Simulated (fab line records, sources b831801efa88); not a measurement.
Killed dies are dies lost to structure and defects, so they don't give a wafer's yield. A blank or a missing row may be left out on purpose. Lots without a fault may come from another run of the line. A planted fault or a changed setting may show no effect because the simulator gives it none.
Which tool did it? | flow gf180mcu | 12 lots, 36 wafers sampled, at 5 steps of a route of 602

WHAT THE GAUGES READ, wafer by wafer
GF_DUAL_GATE_OVL_MEAS_11.
lot  | measured     | on         | DUAL_GATE_OVL (nm)
L909 | day 8 10:56  | overlay-02 | -1.0 0.2 -2.1
L910 | day 8 15:59  | overlay-02 | 0.0 1.4 -1.4
L912 | day 9 12:14  | overlay-02 | 0.4 1.4 2.7
L915 | day 10 01:26 | overlay-02 | -0.8 0.8 0.1
L916 | day 10 17:32 | overlay-02 | -1.3 -0.4 -0.8
L922 | day 12 19:53 | overlay-02 | - - -
L923 | day 13 00:23 | overlay-02 | - - -
L924 | day 13 03:25 | overlay-02 | -0.7 0.8 0.7
L927 | day 13 21:58 | overlay-02 | 0.1 -0.1 -1.7
L929 | day 14 12:01 | overlay-02 | -0.1 1.3 1.3
L930 | day 14 13:46 | overlay-02 | -0.9 0.6 -0.7
L931 | day 14 23:19 | overlay-02 | 1.5 1.8 1.4

WHICH TOOL RAN EACH LOT (tool, then ch and the chambers of the sampled wafers, then the start)
lot  | GF_STI_CMP_25                | GF_DNWELL_STRIP_08                  | GF_VT_IMPLANT_RTA_45             | GF_DUAL_GATE_DEVELOP_10
L909 | cmp-01 ch 1,2, day 2 09:04   | plasma_asher-04 ch 0,1, day 3 00:35 | rtp_anneal-01 ch 0, day 7 17:20  | litho_track-01 ch 0, day 8 10:47
L910 | cmp-01 ch 0,1,3, day 2 14:25 | plasma_asher-02 ch 0,1, day 3 04:41 | rtp_anneal-01 ch 0, day 7 21:13  | litho_track-04 ch 0, day 8 15:50
L912 | cmp-02 ch 1,2, day 3 02:44   | plasma_asher-04 ch 0,1, day 3 18:41 | rtp_anneal-01 ch 0, day 8 16:21  | litho_track-04 ch 0, day 9 12:06
L915 | cmp-02 ch 0,1,3, day 3 15:00 | plasma_asher-04 ch 0,1, day 4 06:40 | rtp_anneal-02 ch 0, day 9 05:00  | litho_track-01 ch 0, day 10 01:19
L916 | cmp-02 ch 0,1, day 4 00:55   | plasma_asher-01 ch 0,1, day 4 16:21 | rtp_anneal-02 ch 0, day 9 20:48  | litho_track-04 ch 0, day 10 17:25
L922 | cmp-01 ch 0,1,2, day 5 08:51 | plasma_asher-01 ch 0,1, day 6 06:22 | rtp_anneal-01 ch 0, day 11 22:26 | litho_track-01 ch 0, day 12 19:44
L923 | cmp-01 ch 1,3, day 5 13:26   | plasma_asher-02 ch 0,1, day 6 08:58 | rtp_anneal-02 ch 0, day 12 02:35 | litho_track-01 ch 0, day 13 00:14
L924 | cmp-01 ch 0,1,2, day 5 16:58 | plasma_asher-04 ch 0,1, day 6 12:20 | rtp_anneal-02 ch 0, day 12 06:05 | litho_track-03 ch 0, day 13 03:17
L927 | cmp-01 ch 1,2,3, day 6 07:57 | plasma_asher-04 ch 0,1, day 7 01:29 | rtp_anneal-01 ch 0, day 12 23:44 | litho_track-04 ch 0, day 13 21:49
L929 | cmp-02 ch 0,3, day 6 18:25   | plasma_asher-02 ch 1, day 7 12:31   | rtp_anneal-01 ch 0, day 13 13:23 | litho_track-03 ch 0, day 14 11:52
L930 | cmp-02 ch 0,1, day 6 20:35   | plasma_asher-02 ch 0,1, day 7 13:59 | rtp_anneal-02 ch 0, day 13 15:53 | litho_track-04 ch 0, day 14 13:37
L931 | cmp-01 ch 0,1,3, day 7 02:10 | plasma_asher-04 ch 0,1, day 7 20:37 | rtp_anneal-02 ch 0, day 14 00:38 | litho_track-04 ch 0, day 14 23:10
- GF_STI_CMP_25: polishes, stops on Si3N4, t overpolish 30.48 s, target thk 524.6 nm.
- GF_DNWELL_STRIP_08: strips in O2/N2.
- GF_VT_IMPLANT_RTA_45: time 30 s.
- GF_DUAL_GATE_DEVELOP_10: develop time 60 s.

WHAT THE TOOLS THEMSELVES READ (means of the sampled wafers that have a number; where no wafer has one, the mark that the record gives instead)
GF_STI_CMP_25.
lot  | tool   | head_pressure_psi (psi) | motor_current_A (A) | overpolish_run_s (s) | time_to_endpoint_s (s)
L909 | cmp-01 | 4.003                   | 11.3                | 30.485               | 124
L910 | cmp-01 | 4.006                   | 11.5                | 30.482               | 127
L912 | cmp-02 | 3.997                   | 13.0                | 30.484               | 128
L915 | cmp-02 | 3.999                   | 12.6                | 30.477               | 129
L916 | cmp-02 | 4.001                   | 13.0                | 30.483               | 128
L922 | cmp-01 | 3.993                   | 11.9                | 30.484               | 118
L923 | cmp-01 | 4.002                   | 10.6                | 30.480               | 118
L924 | cmp-01 | 3.995                   | 12.1                | 30.486               | 116
L927 | cmp-01 | 3.997                   | 10.7                | 30.475               | 123
L929 | cmp-02 | 3.995                   | 12.8                | 30.495               | 122
L930 | cmp-02 | 3.992                   | 12.9                | 30.474               | 126
L931 | cmp-01 | 3.994                   | 11.5                | 30.475               | 118

GF_DNWELL_STRIP_08.
lot  | tool            | drypump_motor_current_A (A) | heater_power_w (W) | oes_product_au (a.u.) | strip_time_to_endpoint_s (s)
L909 | plasma_asher-04 | 5.7                         | 330                | 0.721                 | 37.03
L910 | plasma_asher-02 | 5.8                         | 340                | 0.722                 | 37.05
L912 | plasma_asher-04 | 5.6                         | 319                | 0.721                 | 37.19
L915 | plasma_asher-04 | 5.7                         | 336                | 0.721                 | 36.95
L916 | plasma_asher-01 | 5.2                         | 301                | 0.722                 | 36.97
L922 | plasma_asher-01 | 5.0                         | 312                | 0.717                 | 36.98
L923 | plasma_asher-02 | 5.9                         | 321                | 0.727                 | 36.95
L924 | plasma_asher-04 | 5.6                         | 328                | 0.720                 | 36.88
L927 | plasma_asher-04 | 5.7                         | 329                | 0.720                 | 37.18
L929 | plasma_asher-02 | 6.1                         | 295                | 0.719                 | 36.87
L930 | plasma_asher-02 | 5.8                         | 339                | 0.717                 | 36.93
L931 | plasma_asher-04 | 5.7                         | 331                | 0.723                 | 36.99

GF_VT_IMPLANT_RTA_45.
lot  | tool          | lamp_power_pct (%) | wafer_temp_C_max
L909 | rtp_anneal-01 | 36.9               | 1055.1
L910 | rtp_anneal-01 | 36.8               | 1055.1
L912 | rtp_anneal-01 | 36.9               | 1056.0
L915 | rtp_anneal-02 | 36.1               | 1053.5
L916 | rtp_anneal-02 | 36.1               | 1054.7
L922 | rtp_anneal-01 | 36.9               | 1055.4
L923 | rtp_anneal-02 | 36.1               | 1053.6
L924 | rtp_anneal-02 | 36.1               | 1054.5
L927 | rtp_anneal-01 | 36.9               | 1056.4
L929 | rtp_anneal-01 | 36.9               | 1055.8
L930 | rtp_anneal-02 | 36.1               | 1053.6
L931 | rtp_anneal-02 | 36.1               | 1053.5

GF_DUAL_GATE_DEVELOP_10.
lot  | tool           | chill_plate_temp_C (C)
L909 | litho_track-01 | 23.14
L910 | litho_track-04 | 22.95
L912 | litho_track-04 | 22.95
L915 | litho_track-01 | 23.08
L916 | litho_track-04 | 22.84
L922 | litho_track-01 | 22.89
L923 | litho_track-01 | 23.03
L924 | litho_track-03 | 23.03
L927 | litho_track-04 | 22.92
L929 | litho_track-03 | 22.98
L930 | litho_track-04 | 22.99
L931 | litho_track-04 | 23.20

THE ANSWER, worked out from the rows above alone
Rule: what is usual is taken from the lots themselves. Put in order of their means at a reading, lots are off if they are a third of the lots or fewer, leave a main group of 4 or more, and stand apart from it by a gap of 3 or more times the standard deviation of the main group's means; of several such gaps the widest counts. A main group whose means are all the same, to the digits that the tables above print for the reading, isn't used. A lot without any number at a reading at which 4 lots or more have one is off too. The other lots that the step has rows for count as sound. The gauges are gone through in route order, then the tools' own readings, and for those a lot's mean is taken as printed above. The first step at which some lot is off is used, and at that step the reading that is off furthest; a lot without a number counts as furthest.
Off: L922, L923, at GF_DUAL_GATE_OVL_MEAS_11 (DUAL_GATE_OVL). Without a number there: L922, L923. The main group: mean 0.1 nm, standard deviation 0.85.
A tool fits if, at a process step before that reading, it ran every lot that is off, and no sound lot after the first of them. The gauges at GF_DUAL_GATE_OVL_MEAS_11 are tried like those tools. One fits: litho_track-01 at GF_DUAL_GATE_DEVELOP_10. Its last sound lot is L915 (day 10 01:19), its first lot that is off L922 (day 12 19:44): a fault that began between those two fits.

WHAT THE SIMULATOR HAD PUT IN
Process parameter drift: litho_track-01, from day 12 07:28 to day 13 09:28, at GF_DUAL_GATE_DEVELOP_10. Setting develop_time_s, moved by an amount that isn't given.
Lots struck among those shown: L922, L923. The rule above found the same.
